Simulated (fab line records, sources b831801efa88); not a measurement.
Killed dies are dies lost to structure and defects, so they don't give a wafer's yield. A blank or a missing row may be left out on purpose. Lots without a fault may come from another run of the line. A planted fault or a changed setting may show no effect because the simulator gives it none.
Which tool did it? | flow sky130 | 15 lots, 42 wafers sampled, at 1 step of a route of 708

WHAT THE GAUGES READ, wafer by wafer
SKY_POLY_CUT_CD_MEAS_08: target cd 270 nm.
lot  | measured     | on        | cd_nm (nm)
L836 | day 24 04:32 | cd_sem-02 | 271.8 270.6 271.8
L838 | day 24 19:10 | cd_sem-01 | 272.1 272.4 273.9
L837 | day 24 19:30 | cd_sem-01 | 271.1 271.5 271.4
L839 | day 25 08:12 | cd_sem-01 | 269.7 271.0 270.0
L840 | day 25 13:09 | cd_sem-01 | 270.5 272.7 270.5
L841 | day 26 10:54 | cd_sem-01 | 270.8 270.8 270.8
L842 | day 26 15:46 | cd_sem-01 | 271.8 270.6 272.2
L843 | day 26 20:37 | cd_sem-01 | 272.2 272.4 272.4
L847 | day 28 03:55 | cd_sem-02 | 270.6 270.4
L848 | day 28 09:44 | cd_sem-01 | 269.7 271.2
L850 | day 29 04:44 | cd_sem-02 | 269.6 270.0
L856 | day 31 04:51 | cd_sem-01 | 270.4 269.3 271.6
L857 | day 31 11:07 | cd_sem-02 | 267.3 270.5 269.0
L858 | day 31 20:28 | cd_sem-01 | 267.4 268.1 268.4
L859 | day 31 23:32 | cd_sem-02 | 269.1 270.3 269.6

WHICH TOOL RAN EACH LOT (tool, then ch and the chambers of the sampled wafers, then the start)
The record holds no process step before these readings.

WHAT THE TOOLS THEMSELVES READ (means of the sampled wafers that have a number; where no wafer has one, the mark that the record gives instead)
The record holds no such reading with a usual standard deviation.

THE ANSWER, worked out from the rows above alone
Rule: what is usual is taken from the lots themselves. Put in order of their means at a reading, lots are off if they are a third of the lots or fewer, leave a main group of 4 or more, and stand apart from it by a gap of 3 or more times the standard deviation of the main group's means; of several such gaps the widest counts. A main group whose means are all the same, to the digits that the tables above print for the reading, isn't used. A lot without any number at a reading at which 4 lots or more have one is off too. The other lots that the step has rows for count as sound. The gauges are gone through in route order, then the tools' own readings, and for those a lot's mean is taken as printed above. The first step at which some lot is off is used, and at that step the reading that is off furthest; a lot without a number counts as furthest.
No lot is off at any reading shown: from this, nothing can be told.

WHAT THE SIMULATOR HAD PUT IN
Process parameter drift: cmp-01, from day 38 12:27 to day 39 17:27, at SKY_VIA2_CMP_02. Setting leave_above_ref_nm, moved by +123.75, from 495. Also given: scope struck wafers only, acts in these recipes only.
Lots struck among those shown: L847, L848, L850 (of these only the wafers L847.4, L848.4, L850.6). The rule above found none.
